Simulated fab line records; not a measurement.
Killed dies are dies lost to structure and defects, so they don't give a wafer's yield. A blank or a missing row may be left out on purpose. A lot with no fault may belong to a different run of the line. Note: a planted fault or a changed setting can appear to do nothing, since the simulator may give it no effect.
Which tool did it? :: flow gf180mcu :: 12 lots, 36 wafers sampled, at 3 steps of a route of 602

WHAT EACH GAUGE READ, for each wafer
GF_V1_THK_MEAS_01.
lot: L640
measured: day 17 13:32
on: film_metro-03
V1_CVD_00_THK (nm): 608 601 594

lot: L641
measured: day 17 17:48
on: film_metro-02
V1_CVD_00_THK (nm): 602 605 599

lot: L643
measured: day 18 18:26
on: film_metro-02
V1_CVD_00_THK (nm): 598 594 596

lot: L644
measured: day 19 07:02
on: film_metro-03
V1_CVD_00_THK (nm): 587 587 583

lot: L645
measured: day 19 11:59
on: film_metro-02
V1_CVD_00_THK (nm): 595 600 595

lot: L646
measured: day 19 16:29
on: film_metro-02
V1_CVD_00_THK (nm): 596 599 600

lot: L649
measured: day 20 19:59
on: film_metro-03
V1_CVD_00_THK (nm): 594 600 607

lot: L650
measured: day 21 05:54
on: film_metro-03
V1_CVD_00_THK (nm): 598 596 598

lot: L654
measured: day 22 12:52
on: film_metro-03
V1_CVD_00_THK (nm): 606 606 600

lot: L656
measured: day 23 23:55
on: film_metro-02
V1_CVD_00_THK (nm): 595 602 597

lot: L660
measured: day 24 10:26
on: film_metro-04
V1_CVD_00_THK (nm): 585 594 596

lot: L662
measured: day 25 14:37
on: film_metro-02
V1_CVD_00_THK (nm): 594 596 594

EACH LOT AND THE TOOL THAT RAN IT (in order: tool; ch and the chambers of the sampled wafers; start)
lot: L640
GF_CONTACT_STRIP_18: plasma_asher-01 ch 0,1, day 16 13:34
GF_M1_SPUTTER_04: pvd_sputter-04, day 16 14:43

lot: L641
GF_CONTACT_STRIP_18: plasma_asher-02 ch 0,1, day 16 17:08
GF_M1_SPUTTER_04: pvd_sputter-02, day 16 18:16

lot: L643
GF_CONTACT_STRIP_18: plasma_asher-01 ch 0,1, day 17 16:56
GF_M1_SPUTTER_04: pvd_sputter-04, day 17 18:05

lot: L644
GF_CONTACT_STRIP_18: plasma_asher-02 ch 0,1, day 18 04:29
GF_M1_SPUTTER_04: pvd_sputter-03, day 18 05:42

lot: L645
GF_CONTACT_STRIP_18: plasma_asher-02 ch 0,1, day 18 09:17
GF_M1_SPUTTER_04: pvd_sputter-03, day 18 10:26

lot: L646
GF_CONTACT_STRIP_18: plasma_asher-03 ch 0,1, day 18 14:17
GF_M1_SPUTTER_04: pvd_sputter-04, day 18 15:29

lot: L649
GF_CONTACT_STRIP_18: plasma_asher-02 ch 0,1, day 19 18:22
GF_M1_SPUTTER_04: pvd_sputter-03, day 19 19:31

lot: L650
GF_CONTACT_STRIP_18: plasma_asher-01 ch 0,1, day 20 04:19
GF_M1_SPUTTER_04: pvd_sputter-02, day 20 05:30

lot: L654
GF_CONTACT_STRIP_18: plasma_asher-03 ch 0,1, day 21 11:34
GF_M1_SPUTTER_04: pvd_sputter-02, day 21 12:44

lot: L656
GF_CONTACT_STRIP_18: plasma_asher-02 ch 0,1, day 22 23:46
GF_M1_SPUTTER_04: pvd_sputter-02, day 23 00:53

lot: L660
GF_CONTACT_STRIP_18: plasma_asher-03 ch 1, day 23 10:23
GF_M1_SPUTTER_04: pvd_sputter-02, day 23 11:33

lot: L662
GF_CONTACT_STRIP_18: plasma_asher-01 ch 0,1, day 24 15:13
GF_M1_SPUTTER_04: pvd_sputter-04, day 24 16:22
- GF_CONTACT_STRIP_18: strips in O2/N2.
- GF_M1_SPUTTER_04: material TiN, target thk 50 nm, time 41.7 s.

AS READ BY THE TOOLS THEMSELVES (means over the sampled wafers that have a number; for cases with no such wafer, the mark the record gives instead)
GF_CONTACT_STRIP_18.
lot: L640
tool: plasma_asher-01
drypump_motor_current_A (A): 6.2
heater_power_w (W): 320
oes_product_au (a.u.): 0.580

lot: L641
tool: plasma_asher-02
drypump_motor_current_A (A): 5.8
heater_power_w (W): 326
oes_product_au (a.u.): 0.578

lot: L643
tool: plasma_asher-01
drypump_motor_current_A (A): 6.2
heater_power_w (W): 318
oes_product_au (a.u.): 0.585

lot: L644
tool: plasma_asher-02
drypump_motor_current_A (A): 6.2
heater_power_w (W): 357
oes_product_au (a.u.): 0.578

lot: L645
tool: plasma_asher-02
drypump_motor_current_A (A): 5.8
heater_power_w (W): 329
oes_product_au (a.u.): 0.584

lot: L646
tool: plasma_asher-03
drypump_motor_current_A (A): 5.9
heater_power_w (W): 359
oes_product_au (a.u.): 0.585

lot: L649
tool: plasma_asher-02
drypump_motor_current_A (A): 5.8
heater_power_w (W): 327
oes_product_au (a.u.): 0.580

lot: L650
tool: plasma_asher-01
drypump_motor_current_A (A): 6.3
heater_power_w (W): 311
oes_product_au (a.u.): 0.577

lot: L654
tool: plasma_asher-03
drypump_motor_current_A (A): 6.1
heater_power_w (W): 356
oes_product_au (a.u.): 0.579

lot: L656
tool: plasma_asher-02
drypump_motor_current_A (A): 6.2
heater_power_w (W): 350
oes_product_au (a.u.): 0.581

lot: L660
tool: plasma_asher-03
drypump_motor_current_A (A): 5.6
heater_power_w (W): 362
oes_product_au (a.u.): 0.583

lot: L662
tool: plasma_asher-01
drypump_motor_current_A (A): 6.2
heater_power_w (W): 325
oes_product_au (a.u.): 0.575

GF_M1_SPUTTER_04.
lot: L640
tool: pvd_sputter-04
throttle_valve_pct (%): 29.9

lot: L641
tool: pvd_sputter-02
throttle_valve_pct (%): 31.1

lot: L643
tool: pvd_sputter-04
throttle_valve_pct (%): 29.8

lot: L644
tool: pvd_sputter-03
throttle_valve_pct (%): 30.1

lot: L645
tool: pvd_sputter-03
throttle_valve_pct (%): 30.5

lot: L646
tool: pvd_sputter-04
throttle_valve_pct (%): 28.3

lot: L649
tool: pvd_sputter-03
throttle_valve_pct (%): 30.1

lot: L650
tool: pvd_sputter-02
throttle_valve_pct (%): 30.6

lot: L654
tool: pvd_sputter-02
throttle_valve_pct (%): 30.8

lot: L656
tool: pvd_sputter-02
throttle_valve_pct (%): 30.6

lot: L660
tool: pvd_sputter-02
throttle_valve_pct (%): 30.4

lot: L662
tool: pvd_sputter-04
throttle_valve_pct (%): 29.0

THE ANSWER, worked out from the rows above alone
Rule: what is usual is taken from the lots themselves. The widest of any qualifying gaps counts: lots, ordered by their means at a reading, are off when they make up no more than a third of the lots, leave a main group of 4 or more, and stand apart from it by 3 or more times the standard deviation of that group's means. The tables above print the reading to a certain number of digits; a main group whose means all agree to those digits is not used. A lot without any number at a reading at which 4 lots or more have one is off too. Any other lot the step has rows for is counted as sound. First the gauges in route order, then the tools' own readings, where a lot's mean is used as printed above. At the first step where some lot is off, the reading lying furthest off is the one used; lots without a number count as furthest.
Nothing can be told from this: no lot is off at any reading shown.

WHAT THE SIMULATOR HAD INSERTED
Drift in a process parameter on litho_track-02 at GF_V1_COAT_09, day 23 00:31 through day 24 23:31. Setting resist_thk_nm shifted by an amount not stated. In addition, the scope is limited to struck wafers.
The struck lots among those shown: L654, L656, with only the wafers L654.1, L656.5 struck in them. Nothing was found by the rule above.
